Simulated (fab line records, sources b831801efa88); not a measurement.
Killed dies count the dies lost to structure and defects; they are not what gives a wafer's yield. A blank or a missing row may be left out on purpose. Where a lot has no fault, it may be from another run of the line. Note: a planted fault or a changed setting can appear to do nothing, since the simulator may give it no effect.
A struck lot beside a sound one / flow sky130 / 42 steps out of a route of 708
Sound: the wafers L773.1, L773.3, L773.4. Wafers struck: L780.3, L780.5, L780.6. The cause is given at the end.
For every step that has rows: the tool of each side, followed by ch and its chambers, followed by its first start. Under that, the readings that differ: sound wafers / struck wafers / difference of the means / sigmas: that difference in standard deviations of wafers without a fault.
alike: same words and numbers on both sides, and readings whose means sit less than 2 such deviations apart. not compared: any withheld reading, any reading some wafer has no value for, any bound like >300 that may hide the same value, and any number with overlapping values for which the record gives no deviation.
A row with sigmas, a row that says differs or no value, or rows on one side alone: a step with any of these is where the two part. Non-overlapping numbers with no deviation appear without sigmas and do not part them. Lack of a reading on every wafer of one side parts them only where that side has two or more wafers.

SKY_NWELL_RS_MEAS_31: a four-point-probe measurement.
  struck on film_metro-01, day 7 13:20; sound on film_metro-04, day 6 02:28
  alike: PWDE_RS
then, 7 steps without rows for these wafers: SKY_VT_ADJUST_HVTP_DEHYDRATE_00 (time 60 s); SKY_VT_ADJUST_HVTP_HMDS_01 (prime time 60 s); SKY_VT_ADJUST_HVTP_COAT_02 (resist thk 1140 nm); SKY_VT_ADJUST_HVTP_SOFTBAKE_03 (time 60 s); SKY_VT_ADJUST_HVTP_EXPOSE_04 (exposes mask HVTPM, target cd 380 nm); SKY_VT_ADJUST_HVTP_PEB_05; SKY_VT_ADJUST_HVTP_DEVELOP_06 (develop time 60 s).
SKY_VT_ADJUST_HVTP_CD_MEAS_07 targets a cd of 380 nm.
  struck on cd_sem-01, day 8 08:39; sound on cd_sem-01, day 6 20:39
  alike: cd_nm
SKY_VT_ADJUST_HVTP_OVL_MEAS_08:
  struck on overlay-02, day 8 08:45; sound on overlay-01, day 6 20:46
  alike: VT_ADJUST_HVTP_OVL
following that, these wafers have no rows for 1 step: SKY_VT_ADJUST_HVTP_IMPLANT_09.
SKY_VT_ADJUST_HVTP_STRIP_10: strips in O2/N2.
  sound on plasma_asher-04 ch 0,1, day 6 20:58; struck on plasma_asher-01 ch 0,1, day 8 08:57
  alike: drypump_motor_current_A, oes_product_au, strip_time_to_endpoint_s
  not compared: rf_hours_counter_h
SKY_VT_ADJUST_HVTP_TW_MEAS_11:
  struck on film_metro-01, day 8 09:02; sound on film_metro-02, day 6 21:04
  alike: VT_ADJUST_HVTP_TW
then, 7 steps without rows for these wafers: SKY_VT_ADJUST_LVTN_DEHYDRATE_00 (time 60 s); SKY_VT_ADJUST_LVTN_HMDS_01 (prime time 60 s); SKY_VT_ADJUST_LVTN_COAT_02 (resist thk 3000 nm); SKY_VT_ADJUST_LVTN_SOFTBAKE_03; SKY_VT_ADJUST_LVTN_EXPOSE_04 (exposes mask NWM COMPLEMENT LESS NATIVE, target cd 840 nm); SKY_VT_ADJUST_LVTN_PEB_05; SKY_VT_ADJUST_LVTN_DEVELOP_06 (develop time 60 s).
SKY_VT_ADJUST_LVTN_OVL_MEAS_07:
  struck on overlay-01, day 9 05:25; sound on overlay-01, day 7 15:10
  alike: VT_ADJUST_LVTN_OVL
following that, these wafers have no rows for 1 step: SKY_VT_ADJUST_LVTN_IMPLANT_08.
SKY_VT_ADJUST_LVTN_STRIP_09: strips in O2/N2.
  sound on plasma_asher-03 ch 0,1, day 7 15:21; struck on plasma_asher-03 ch 0,1, day 9 05:38
  alike: drypump_motor_current_A, oes_product_au, strip_time_to_endpoint_s
  not compared: rf_hours_counter_h
SKY_VT_ADJUST_LVTN_TW_MEAS_10:
  struck on film_metro-04, day 9 05:43; sound on film_metro-01, day 7 15:27
  alike: VT_ADJUST_LVTN_TW
then, 7 steps without rows for these wafers: SKY_VT_ADJUST_LVTN_DEHYDRATE_11 (time 60 s); SKY_VT_ADJUST_LVTN_HMDS_12 (prime time 60 s); SKY_VT_ADJUST_LVTN_COAT_13 (resist thk 1140 nm); SKY_VT_ADJUST_LVTN_SOFTBAKE_14 (time 60 s); SKY_VT_ADJUST_LVTN_EXPOSE_15 (exposes mask HVN STD DERIVED, target cd 600 nm); SKY_VT_ADJUST_LVTN_PEB_16; SKY_VT_ADJUST_LVTN_DEVELOP_17 (develop time 60 s).
SKY_VT_ADJUST_LVTN_OVL_MEAS_18:
  struck on overlay-02, day 10 03:01; sound on overlay-02, day 8 10:13
  alike: VT_ADJUST_LVTN_01_OVL
following that, these wafers have no rows for 1 step: SKY_VT_ADJUST_LVTN_IMPLANT_19.
SKY_VT_ADJUST_LVTN_STRIP_20: strips in O2/N2.
  sound on plasma_asher-03 ch 0,1, day 8 10:24; struck on plasma_asher-02 ch 0,1, day 10 03:13
  alike: drypump_motor_current_A, oes_product_au, strip_time_to_endpoint_s
  not compared: rf_hours_counter_h
SKY_VT_ADJUST_LVTN_TW_MEAS_21:
  struck on film_metro-01, day 10 03:19; sound on film_metro-01, day 8 10:30
  alike: VT_ADJUST_LVTN_2_TW
then, 6 steps without rows for these wafers: SKY_VT_ADJUST_NCORE_DEHYDRATE_00 (time 60 s); SKY_VT_ADJUST_NCORE_HMDS_01 (prime time 60 s); SKY_VT_ADJUST_NCORE_COAT_02 (resist thk 1140 nm); SKY_VT_ADJUST_NCORE_SOFTBAKE_03 (time 60 s); SKY_VT_ADJUST_NCORE_EXPOSE_04 (exposes mask LVTN COMPLEMENT THIN, target cd 380 nm); SKY_VT_ADJUST_NCORE_PEB_05.
-- here the record skips 38 days between the struck wafers' starts before and after, leaving off in module VT_ADJUST_NCORE and picking up in module PAD_OPEN (first step shown: number 708 of the route) --
SKY_PAD_OPEN_PROBE_99:
  struck on prober-02, day 47 22:02; sound on prober-01, day 46 03:40
reading=killed_at_front_end; sound=15 10 14; struck=71 80 76; difference=+63; sigmas=+12
reading=killed_dies; sound=94 83 95; struck=143 141 155; difference=+56; sigmas=+6
  alike: killed_at_M0_to_M3, killed_at_M4_up, killed_at_contacts, killed_at_other, killed_open, killed_short

## WHERE THEY PART
SKY_PAD_OPEN_PROBE_99 only, going by this record.

WHY: whatever the simulator had introduced
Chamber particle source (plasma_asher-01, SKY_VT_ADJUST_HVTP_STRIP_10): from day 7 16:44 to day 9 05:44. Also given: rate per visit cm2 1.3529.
